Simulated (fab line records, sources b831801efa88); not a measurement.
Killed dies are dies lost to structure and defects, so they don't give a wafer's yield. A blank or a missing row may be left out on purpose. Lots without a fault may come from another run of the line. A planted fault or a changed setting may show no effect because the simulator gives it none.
Chamber matching | flow gf180mcu | GF_V3_CMP_26 on cmp-01: 4 sister chambers
The step polishes, stops on SiO2, t overpolish 15 s, target thk 0 nm. 4 wafers are shown with their chamber, then 8 later ones without.

WAFERS WITH THEIR CHAMBER
wafer  | chamber | overpolish_run_s (s)
L398.2 | 3       | 15.001
L405.2 | 1       | 15.016
L405.3 | 2       | 14.990
L406.2 | 0       | 14.992

WAFERS WITHOUT THEIR CHAMBER
wafer  | overpolish_run_s (s)
L406.5 | 14.993
L406.6 | 14.992
L411.1 | 15.010
L411.4 | 14.991
L411.6 | 15.015
L414.2 | 15.008
L414.3 | 14.991
L414.6 | 14.975

WHICH CHAMBER EACH WENT THROUGH
wafer  | from the rows above               | in truth
L406.5 | can't be placed: 0 or 2 or 3      | 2
L406.6 | can't be placed: 0 or 2 or 3      | 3
L411.1 | can't be placed: 1 or 3 or 0      | 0
L411.4 | can't be placed: 2 or 0 or 3      | 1
L411.6 | 1                                 | 1
L414.2 | can't be placed: 3 or 1 or 0 or 2 | 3
L414.3 | can't be placed: 2 or 0 or 3      | 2
L414.6 | can't be placed: 2 or 0 or 3      | 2
Placed correctly: 1 of 8. Can't be placed from these rows: 7 (the true chamber is among the candidates in 6). Placed wrongly: 0.
How it was worked out, from the rows above alone: a wafer's distance from a chamber is the root of the sum, over the readings, of the square of ((its reading less the chamber's mean) divided by the reading's scatter). The wafer belongs to the nearest chamber; if the next one is less than 2 further off, it can't be placed. A chamber's mean is the mean of its shown wafers. The scatter: with one shown wafer a chamber, the root of the mean of the squares of how far each hidden wafer lies from its nearest shown one.
